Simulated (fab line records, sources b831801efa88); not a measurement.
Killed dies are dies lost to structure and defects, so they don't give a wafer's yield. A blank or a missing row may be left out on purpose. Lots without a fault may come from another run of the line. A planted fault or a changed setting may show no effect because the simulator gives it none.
Which tool did it? | flow gf180mcu | 14 lots, 38 wafers sampled, at 6 steps of a route of 602

WHAT THE GAUGES READ, wafer by wafer
GF_STI_THK_MEAS_24. Usual: STI_CVD_23_THK 649 nm, standard deviation 5.9.
lot  | measured    | on            | STI_CVD_23_THK (nm) | flag
L450 | day 2 08:10 | film_metro-02 | 641 647 648         |
L451 | day 2 13:41 | film_metro-03 | 648 657 647         |
L453 | day 3 01:26 | film_metro-04 | 657 649 658         |
L454 | day 3 08:37 | film_metro-02 | 645 642 640         |
L455 | day 3 11:39 | film_metro-03 | 648 651 650         |
L456 | day 3 16:20 | film_metro-03 | 653 651 646         |
L457 | day 3 20:38 | film_metro-04 | 652 650 650         |
L463 | day 5 03:52 | film_metro-03 | 1188 1192 1188 1192 | OFF
L464 | day 5 11:49 | film_metro-03 | 1191 1192           | OFF
L466 | day 5 19:19 | film_metro-02 | 1194 657 1194 657   | OFF
L467 | day 6 00:21 | film_metro-02 | 636 654 642         |
L468 | day 6 05:07 | film_metro-03 | 653 651 655         |
L470 | day 6 16:07 | film_metro-04 | 648 649 655         |
L472 | day 7 02:23 | film_metro-02 | 654 649 647         |

GF_DNWELL_TW_MEAS_09. Usual: DNWELL_TW 1346, standard deviation 17.
lot  | measured    | on            | DNWELL_TW      | flag
L450 | day 2 22:42 | film_metro-04 | 1320 1326 1319 |
L451 | day 3 04:28 | film_metro-02 | 1381 1380 1383 |
L453 | day 3 16:32 | film_metro-02 | 1357 1360 1371 |
L454 | day 4 01:04 | film_metro-02 | 1352 1355 1357 |
L455 | day 4 03:19 | film_metro-04 | 1324 1328 1331 |
L456 | day 4 08:13 | film_metro-04 | 1343 1341 1331 |
L457 | day 4 13:16 | film_metro-04 | 1341 1333 1338 |
L463 | day 5 20:59 | film_metro-01 | 1347 1348      |
L464 | day 6 05:40 | film_metro-01 | 1354           |
L466 | day 6 13:36 | film_metro-01 | 1354 1347      |
L467 | day 6 19:06 | film_metro-02 | 1362 1360 1367 |
L468 | day 6 22:52 | film_metro-04 | 1333 1332 1339 |
L470 | day 7 14:58 | film_metro-02 | 1364 1361 1356 |
L472 | day 7 20:53 | film_metro-04 | 1330 1345 1334 |

GF_MVPSD_OVL_MEAS_07. Usual: MVPSD_OVL -1.1 nm, standard deviation 1.1.
lot  | measured     | on         | MVPSD_OVL (nm) | flag
L450 | day 5 05:22  | overlay-01 | -2.3 -3.6 -3.8 |
L451 | day 5 11:13  | overlay-02 | -0.2 -1.4 -0.3 |
L453 | day 6 01:11  | overlay-02 | -2.0 -1.8 -1.2 |
L454 | day 6 10:29  | overlay-02 | -2.6 -1.5 -1.4 |
L455 | day 6 14:25  | overlay-02 | -0.6 1.0 -0.6  |
L456 | day 6 19:04  | overlay-02 | 1.1 -1.2 -1.3  |
L457 | day 6 23:58  | overlay-01 | -3.0 -2.4 -0.6 |
L463 | day 8 11:17  | overlay-02 | -0.6 -0.2      |
L464 | day 8 21:02  | overlay-02 | -0.8           |
L466 | day 9 06:05  | overlay-01 | 0.4 -1.5       |
L467 | day 9 12:14  | overlay-01 | -2.0 -1.0 -0.8 |
L468 | day 9 18:34  | overlay-01 | -1.9 -2.3 -2.5 |
L470 | day 10 11:22 | overlay-01 | -2.6 -1.7 -2.0 |
L472 | day 10 18:31 | overlay-01 | -3.4 -0.3 -3.1 |

GF_VT_IMPLANT_OVL_MEAS_29. Usual: VT_IMPLANT_02_OVL 0.5 nm, standard deviation 1.4.
lot  | measured     | on         | VT_IMPLANT_02_OVL (nm) | flag
L450 | day 7 03:10  | overlay-02 | 0.3 1.1 0.9            |
L451 | day 7 09:13  | overlay-02 | 0.8 0.4 -0.3           |
L453 | day 8 00:22  | overlay-02 | -1.4 -0.6 2.1          |
L454 | day 8 09:34  | overlay-01 | 0.4 0.4 0.6            |
L455 | day 8 14:31  | overlay-01 | -0.9 -0.9 0.6          |
L456 | day 8 18:43  | overlay-02 | -0.3 1.8 0.9           |
L457 | day 9 01:34  | overlay-02 | 1.2 1.0 1.5            |
L463 | day 10 15:37 | overlay-01 | -0.8 0.3               |
L464 | day 11 01:47 | overlay-01 | -0.6                   |
L466 | day 11 10:59 | overlay-01 | -1.3 -0.2              |
L467 | day 11 18:07 | overlay-02 | 2.1 1.4 1.2            |
L468 | day 12 01:16 | overlay-02 | 2.9 1.3 -0.4           |
L470 | day 12 19:31 | overlay-02 | -1.4 1.0 1.9           |
L472 | day 13 03:37 | overlay-02 | -0.2 -0.2 -0.8         |

WHICH TOOL RAN EACH LOT (tool, then ch and the chambers of the sampled wafers, then the start)
lot  | GF_STI_CVD_23                   | GF_STI_CMP_25
L450 | hdpcvd-02 ch 0,1,2, day 2 08:04 | cmp-01 ch 1,2,3, day 2 08:22
L451 | hdpcvd-01 ch 0,2, day 2 13:37   | cmp-01 ch 0,2, day 2 13:45
L453 | hdpcvd-01 ch 0,2, day 3 01:22   | cmp-02 ch 0,2,3, day 3 01:34
L454 | hdpcvd-02 ch 0,1,2, day 3 08:32 | cmp-01 ch 0,1,2, day 3 08:40
L455 | hdpcvd-01 ch 0,1, day 3 11:34   | cmp-01 ch 0,1,3, day 3 11:48
L456 | hdpcvd-01 ch 0,1,2, day 3 16:16 | cmp-01 ch 0,1,2, day 3 16:26
L457 | hdpcvd-01 ch 1,2, day 3 20:32   | cmp-02 ch 0,3, day 3 20:44
L463 | hdpcvd-02 ch 0,2, day 5 03:47   | cmp-01 ch 0,1, day 5 09:56
L464 | hdpcvd-02 ch 2, day 5 11:44     | cmp-02 ch 1, day 5 14:14
L466 | hdpcvd-02 ch 0,2, day 5 19:14   | cmp-02 ch 0,1, day 6 02:32
L467 | hdpcvd-01 ch 0,2, day 6 00:15   | cmp-01 ch 0,1, day 6 00:26
L468 | hdpcvd-01 ch 0,1,2, day 6 05:02 | cmp-02 ch 0,1,2, day 6 05:10
L470 | hdpcvd-01 ch 0,1,2, day 6 16:02 | cmp-02 ch 0,1,2, day 6 18:56
L472 | hdpcvd-01 ch 1,2, day 7 02:19   | cmp-02 ch 2,3, day 7 02:37
- GF_STI_CVD_23: deposits SiO2, target thk 650 nm, time 108.3 s.
- GF_STI_CMP_25: polishes, stops on Si3N4, t overpolish 33 s, target thk 524.6 nm.

WHAT THE TOOLS THEMSELVES READ (means of the sampled wafers that have a number; where no wafer has one, the mark that the record gives instead)
GF_STI_CMP_25. Usual: motor_current_A 11.8 A, standard deviation 0.9; slurry_flow_ml_min 150.0, standard deviation 0.46; time_to_endpoint_s 121 s, standard deviation 6.3.
lot  | tool   | motor_current_A (A) | slurry_flow_ml_min | time_to_endpoint_s (s) | flag
L450 | cmp-01 | 11.9                | 149.9              | 116                    |
L451 | cmp-01 | 11.6                | 149.9              | 115                    |
L453 | cmp-02 | 11.9                | 149.8              | 127                    |
L454 | cmp-01 | 11.6                | 150.2              | 116                    |
L455 | cmp-01 | 10.8                | 150.2              | 111                    |
L456 | cmp-01 | 11.8                | 150.0              | 118                    |
L457 | cmp-02 | 11.9                | 149.4              | 127                    |
L463 | cmp-01 | 11.5                | 149.6              | 216                    | OFF
L464 | cmp-02 | 12.3                | 149.9              | 220                    | OFF
L466 | cmp-02 | 11.9                | 150.2              | 172                    | OFF
L467 | cmp-01 | 11.1                | 150.4              | 119                    |
L468 | cmp-02 | 12.1                | 149.9              | 124                    |
L470 | cmp-02 | 12.3                | 150.1              | 121                    |
L472 | cmp-02 | 11.7                | 150.3              | 120                    |

THE ANSWER, worked out from the rows above alone
Rule: a lot is off if the mean of its wafers that have a number lies more than 3 standard deviations from the usual mean. A lot without any number at a reading at which 4 lots or more have one is off too. The other lots that the step has rows for count as sound. The gauges are gone through in route order, then the tools' own readings, and for those a lot's mean is taken as printed above. The first step at which some lot is off is used, and at that step the reading that is off furthest; a lot without a number counts as furthest.
Off: L463, L464, L466, at GF_STI_THK_MEAS_24 (STI_CVD_23_THK).
A tool fits if, at a process step before that reading, it ran every lot that is off, and no sound lot after the first of them. The gauges at GF_STI_THK_MEAS_24 aren't tried: what is off there is off at GF_STI_CMP_25 too, on other tools, and a gauge's error can't cause that. One fits: hdpcvd-02 at GF_STI_CVD_23. Its last sound lot is L454 (day 3 08:32), its first lot that is off L463 (day 5 03:47): a fault that began between those two fits.

WHAT THE SIMULATOR HAD PUT IN
Process parameter drift: hdpcvd-02, from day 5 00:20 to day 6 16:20, at GF_STI_CVD_23. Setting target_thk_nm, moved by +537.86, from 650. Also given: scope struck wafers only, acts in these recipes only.
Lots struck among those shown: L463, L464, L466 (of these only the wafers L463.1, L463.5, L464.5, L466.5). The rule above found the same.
